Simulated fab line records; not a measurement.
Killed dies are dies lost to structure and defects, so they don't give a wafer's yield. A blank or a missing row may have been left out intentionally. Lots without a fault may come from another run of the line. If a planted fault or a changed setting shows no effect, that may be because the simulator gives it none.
fab line records	flow sfqLine
record: lots: 14	wafers: 42	lastDay: 96
route steps=325 shown JJ@180 R5@213 I5@234 I6@266
lots untouched by any fault: they come from a run of this same line in which no faults occurred
startH: hours from the record's first day to the start of the lot's first wafer shown	waitH: hours elapsed since this lot's preceding step	" as in the row above	L1.1+2: several wafers, shown together as one row	- value missing, or start not given	* or withheld: withheld	< > ~ a bound
route shown NAME@n: names a module that has steps shown in the file, with the first one's number in the route	usual: mean/standard deviation taken from wafers without a fault	same: alike in all rows	chamber/n: place in a boat	sites: readings site by site	_std_site: how widely they spread, as a standard deviation	_edge_site: mean of outer sites minus mean of inner sites	radiusMm: for every site, how far away it sits from the centre of the wafer	mask NAME#n: copy n	behind: tool/chamber where the wafer was last shaped	hold: what put the lot on hold/how long, in hours/how the hold closed	device: which transistor (n, p or np) failed to switch	end of line: the route-end tests of the same wafers	where a step has no rows: the recipe by itself	killed: count of dies lost to structure and defects at first sort (not the wafer's yield)	map: the dies of a wafer, with x for killed, . for not killed, _ for no die there
set.NAME: the setting the step ran with; set.NAME@STEP: the setting that earlier step ran with	model.NAME: the simulator's own value behind a step, which no gauge read
one table for each step of the route and one row for each wafer, over a sample of lots
services: a tool's chamber out of use, with start hour (startH, from the record's first day; less than 0 if before it), hours out, and reason
== steps ==
step: SFQ_TRILAYER_JJ_TRILAYER_DEP_SPUTTER_110
recipe: material: Al	basePressurePa: 1.33e-06	targetThkNm: 8	powerW: 500	timeS: 10	chamberPressurePa: 0.4
usual: basePressurePa: 1.33e-06/8.5e-08	throttleValvePct: 29.8/1.1
lot.wafer	tool	chamber	startH	waitH	basePressurePa	throttleValvePct
L197.1	pvdSputter-05	-	1178.17	0.0	1.41e-06	28.0
L197.5	"	-	"	"	1.37e-06	28.1
L197.6	"	-	"	"	1.31e-06	30.8
L198.1	pvdSputter-04	-	1179.37	0.0	1.39e-06	29.6
L198.5	"	-	"	"	1.54e-06	30.4
L198.6	"	-	"	"	1.3e-06	29.3
L199.2	pvdSputter-06	-	1212.32	0.0	1.35e-06	29.6
L199.3	"	-	"	"	1.11e-06	29.1
L199.4	"	-	"	"	1.37e-06	32.0
L202.1	pvdSputter-06	-	1239.27	0.0	1.51e-06	28.7
L202.4	"	-	"	"	1.27e-06	29.5
L202.6	"	-	"	"	1.27e-06	31.7
L204.1	pvdSputter-05	-	1398.02	0.0	1.23e-06	29.1
L204.5	"	-	"	"	1.34e-06	28.0
L204.6	"	-	"	"	1.31e-06	29.3
L205.4	pvdSputter-05	-	1402.48	0.0	1.25e-06	30.8
L205.5	"	-	"	"	1.39e-06	29.0
L205.6	"	-	"	"	1.17e-06	30.7
L206.1	pvdSputter-04	-	1404.89	0.0	1.37e-06	30.2
L206.4	"	-	"	"	1.24e-06	29.8
L206.6	"	-	"	"	1.38e-06	30.3
L212.1	pvdSputter-05	-	1560.62	0.0	1.41e-06	29.3
L212.4	"	-	"	"	1.3e-06	28.1
L212.5	"	-	"	"	1.3e-06	30.8
L211.4	pvdSputter-04	-	1565.58	0.0	1.35e-06	29.6
L211.5	"	-	"	"	1.27e-06	30.6
L211.6	"	-	"	"	1.25e-06	29.5
L215.1	pvdSputter-04	-	1600.22	0.0	1.42e-06	29.5
L215.2	"	-	"	"	1.29e-06	30.5
L215.6	"	-	"	"	1.38e-06	30.5
L216.1	pvdSputter-04	-	1620.70	0.0	1.44e-06	28.5
L216.3	"	-	"	"	1.36e-06	30.2
L216.6	"	-	"	"	1.37e-06	30.5
L217.3	pvdSputter-05	-	1631.50	0.0	1.43e-06	30.6
L217.5	"	-	"	"	1.34e-06	30.8
L217.6	"	-	"	"	1.28e-06	30.7
L218.2	pvdSputter-06	-	1645.30	0.0	1.39e-06	32.2
L218.4	"	-	"	"	1.39e-06	28.7
L218.6	"	-	"	"	1.37e-06	31.9
L219.4	pvdSputter-05	-	1648.90	0.0	1.34e-06	30.9
L219.5	"	-	"	"	1.43e-06	30.8
L219.6	"	-	"	"	1.33e-06	30.8
step: SFQ_TRILAYER_R5_DEP_SPUTTER_133
recipe: material: MoNx	basePressurePa: 1.33e-06	targetThkNm: 40	powerW: 1000	timeS: 66.7	chamberPressurePa: 0.4
usual: basePressurePa: 1.32e-06/9.3e-08	throttleValvePct: 29.7/0.75
lot.wafer	tool	chamber	startH	waitH	basePressurePa	throttleValvePct
L197.1	pvdSputter-03	-	1346.27	0.0	1.23e-06	29.3
L197.5	"	-	"	"	1.23e-06	30.4
L197.6	"	-	"	"	1.37e-06	30.2
L198.1	pvdSputter-04	-	1349.48	0.0	1.34e-06	30.3
L198.5	"	-	"	"	1.36e-06	29.5
L198.6	"	-	"	"	1.28e-06	30.6
L199.2	pvdSputter-03	-	1357.88	0.0	1.21e-06	30.3
L199.3	"	-	"	"	1.21e-06	29.5
L199.4	"	-	"	"	1.26e-06	30.0
L202.1	pvdSputter-04	-	1385.04	0.0	1.21e-06	29.3
L202.4	"	-	"	"	1.26e-06	30.4
L202.6	"	-	"	"	1.36e-06	30.3
L204.1	pvdSputter-04	-	1417.59	0.0	1.3e-06	29.7
L204.5	"	-	"	"	1.34e-06	28.7
L204.6	"	-	"	"	1.22e-06	29.8
L205.4	pvdSputter-03	-	1420.59	0.0	1.18e-06	30.1
L205.5	"	-	"	"	1.11e-06	29.3
L205.6	"	-	"	"	1.31e-06	30.3
L206.1	pvdSputter-04	-	1426.59	0.0	1.48e-06	30.1
L206.4	"	-	"	"	1.26e-06	30.5
L206.6	"	-	"	"	1.34e-06	30.4
L212.1	pvdSputter-03	-	1577.34	0.0	1.35e-06	30.2
L212.4	"	-	"	"	1.38e-06	29.5
L212.5	"	-	"	"	1.2e-06	29.2
L211.4	pvdSputter-04	-	1581.63	0.0	1.3e-06	29.6
L211.5	"	-	"	"	1.42e-06	29.6
L211.6	"	-	"	"	1.23e-06	28.6
L215.1	pvdSputter-04	-	1633.90	0.0	1.23e-06	28.5
L215.2	"	-	"	"	1.34e-06	29.7
L215.6	"	-	"	"	1.43e-06	28.7
L216.1	pvdSputter-04	-	1648.63	0.0	1.3e-06	28.7
L216.3	"	-	"	"	1.28e-06	29.7
L216.6	"	-	"	"	1.36e-06	30.2
L217.3	pvdSputter-04	-	1657.63	0.0	1.3e-06	30.3
L217.5	"	-	"	"	1.28e-06	30.3
L217.6	"	-	"	"	1.28e-06	30.2
L218.2	pvdSputter-04	-	1782.81	0.0	1.25e-06	29.5
L218.4	"	-	"	"	1.28e-06	30.5
L218.6	"	-	"	"	1.4e-06	28.6
L219.4	pvdSputter-05	-	1794.63	0.0	1.4e-06	29.2
L219.5	"	-	"	"	1.46e-06	31.0
L219.6	"	-	"	"	1.28e-06	27.9
step: SFQ_TRILAYER_I5_LITHO_DEVELOP_146
recipe: timeS: 60	resist: KrF
usual: chillPlateTempC: 23.00/0.11	exhaustPa: 45.2/0.87
lot.wafer	tool	chamber	startH	waitH	chillPlateTempC	exhaustPa
L197.1	lithoTrack-04	0	1590.59	0.1	23.09	45.8
L197.5	"	0	"	"	22.96	46.4
L197.6	"	0	"	"	23.00	46.4
L198.1	lithoTrack-03	0	1596.59	0.1	23.07	45.2
L198.5	"	0	"	"	23.05	43.9
L198.6	"	0	"	"	23.24	45.7
L199.2	lithoTrack-04	0	1608.74	0.1	23.10	46.8
L199.3	"	0	"	"	23.02	44.9
L199.4	"	0	"	"	23.08	45.5
L202.1	lithoTrack-01	0	1639.88	0.1	22.97	45.5
L202.4	"	0	"	"	22.89	44.8
L202.6	"	0	"	"	22.97	45.5
L204.1	lithoTrack-04	-	1663.08	0.1	-	-
L204.5	"	-	"	"	-	-
L204.6	"	-	"	"	-	-
L205.4	lithoTrack-04	-	1665.55	0.1	-	-
L205.5	"	-	"	"	-	-
L205.6	"	-	"	"	-	-
L206.1	lithoTrack-01	0	1675.08	0.1	22.77	45.4
L206.4	"	0	"	"	22.98	44.6
L206.6	"	0	"	"	22.94	45.1
L212.1	lithoTrack-03	0	1713.56	0.1	22.95	44.9
L212.4	"	0	"	"	22.93	44.3
L212.5	"	0	"	"	22.90	45.3
L211.4	lithoTrack-04	0	1718.43	0.1	23.11	46.2
L211.5	"	0	"	"	23.07	44.5
L211.6	"	0	"	"	22.88	45.9
L215.1	lithoTrack-01	0	1762.88	0.1	23.03	45.6
L215.2	"	0	"	"	23.01	46.8
L215.6	"	0	"	"	22.97	45.5
L216.1	lithoTrack-04	0	1779.68	0.1	22.90	46.0
L216.3	"	0	"	"	23.08	44.7
L216.6	"	0	"	"	23.08	45.9
L217.3	lithoTrack-01	0	1789.99	0.1	23.12	44.9
L217.5	"	0	"	"	23.08	45.7
L217.6	"	0	"	"	23.13	46.2
L218.2	lithoTrack-03	0	1794.37	0.1	22.96	45.4
L218.4	"	0	"	"	22.91	45.4
L218.6	"	0	"	"	23.08	45.0
L219.4	lithoTrack-04	0	1894.15	0.1	22.89	45.3
L219.5	"	0	"	"	22.82	45.2
L219.6	"	0	"	"	22.83	46.4
step: SFQ_TRILAYER_I6_DEP_PECVD_165
recipe: material: SiO2	tempC: 150	timeS: 111.11	pressureTorr: 2.4	rfW: 183.3	precursor: SiH4/N2O	targetThkNm: 500
usual: chamberPressureTorr: 2.400/0.0053	heaterPowerW: 90/18	throttleValvePct: 24.5/1.6
lot.wafer	tool	chamber	startH	waitH	chamberPressureTorr	heaterPowerW	throttleValvePct
L197.1	pecvd-04	1	1730.43	0.0	2.397	115	24.8
L197.5	"	1	"	"	2.393	127	24.8
L197.6	"	0	"	"	2.403	85	26.8
L198.1	pecvd-01	1	1735.23	0.0	2.400	85	23.6
L198.5	"	1	"	"	2.406	91	23.4
L198.6	"	2	"	"	2.400	78	23.3
L199.2	pecvd-03	0	1742.43	0.0	2.398	69	22.4
L199.3	"	2	"	"	2.400	92	21.9
L199.4	"	0	"	"	2.401	56	22.2
L202.1	pecvd-04	2	1770.03	0.0	2.395	81	25.8
L202.4	"	0	"	"	2.408	85	26.2
L202.6	"	2	"	"	2.400	89	25.3
L204.1	pecvd-03	1	1801.25	0.0	2.402	103	23.1
L204.5	"	1	"	"	2.400	88	23.1
L204.6	"	0	"	"	2.397	62	22.6
L205.4	pecvd-04	0	1803.51	0.0	2.407	80	26.5
L205.5	"	2	"	"	2.404	89	25.5
L205.6	"	1	"	"	2.406	129	25.0
L206.1	pecvd-01	0	1805.59	0.0	2.403	85	26.3
L206.4	"	0	"	"	2.395	87	26.8
L206.6	"	1	"	"	2.396	88	23.4
L212.1	pecvd-04	0	1937.29	0.0	2.396	85	26.7
L212.4	"	0	"	"	2.401	68	26.5
L212.5	"	1	"	"	2.393	112	24.9
L211.4	pecvd-01	1	1939.73	0.0	2.399	95	23.6
L211.5	"	2	"	"	2.396	76	23.8
L211.6	"	0	"	"	2.404	78	27.0
L215.1	pecvd-04	0	1969.69	0.0	2.393	83	26.9
L215.2	"	1	"	"	2.406	133	24.7
L215.6	"	0	"	"	2.402	68	26.4
L216.1	pecvd-04	0	1982.69	0.0	2.401	80	26.4
L216.3	"	2	"	"	2.394	91	25.5
L216.6	"	0	"	"	2.400	81	26.6
L217.3	pecvd-01	1	1985.09	0.0	2.398	86	23.5
L217.5	"	1	"	"	2.406	92	23.9
L217.6	"	2	"	"	2.401	82	23.4
L218.2	pecvd-03	1	1987.49	0.0	2.389	95	23.4
L218.4	"	1	"	"	2.404	98	23.5
L218.6	"	0	"	"	2.394	67	23.3
L219.4	pecvd-03	2	2000.85	0.0	2.397	102	22.3
L219.5	"	1	"	"	2.396	105	23.2
L219.6	"	0	"	"	2.411	62	23.3
== services ==
tool	chamber	startH	hours	kind
pecvd-01	-	1179.40	0.3	repair
pvdSputter-04	-	1197.66	9.9	repair
pvdSputter-04	-	1218.75	1.4	repair
pvdSputter-04	-	1280.10	9.1	repair
pvdSputter-04	-	1295.16	5.8	repair
pecvd-04	1	1299.37	16.7	repair
pecvd-04	-	1310.59	1.7	repair
pvdSputter-05	-	1343.13	7.3	repair
pecvd-04	-	1382.01	1.7	repair
pvdSputter-05	-	1411.94	4.3	repair
pvdSputter-04	-	1486.79	4.1	repair
pvdSputter-04	-	1518.09	2.0	repair
pecvd-04	1	1535.19	3.4	repair
pvdSputter-04	-	1559.85	4.2	repair
pecvd-04	-	1563.13	0.3	repair
pvdSputter-05	-	1563.86	0.9	repair
pvdSputter-04	-	1579.61	0.9	repair
pvdSputter-05	-	1616.02	14.6	repair
pvdSputter-04	-	1692.21	12.8	repair
pecvd-04	2	1724.29	29.3	repair
pvdSputter-04	-	1739.84	5.1	repair
pvdSputter-05	-	1746.47	3.5	repair
pvdSputter-05	-	1802.80	17.0	repair
pvdSputter-04	-	1884.74	6.3	repair
== key ==
firstSign: step: SFQ_TRILAYER_I5_LITHO_DEVELOP_146	reading: toolRecord	direction: missing
effect none on later readings
metAt SFQ_TRILAYER_I5_LITHO_DEVELOP_146
struckLots L204,L205
notActingAt SFQ_TRILAYER_JJ_TRILAYER_DEP_SPUTTER_110,SFQ_TRILAYER_R5_DEP_SPUTTER_133,SFQ_TRILAYER_I6_DEP_PECVD_165
onsetBetween 1608.74 1663.08
fault: kind: skippedStepWhole	tool: lithoTrack-04	chamber: -	onsetH: 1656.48	steps: SFQ_TRILAYER_I5_LITHO_DEVELOP_146	scope: struckLotsOnly
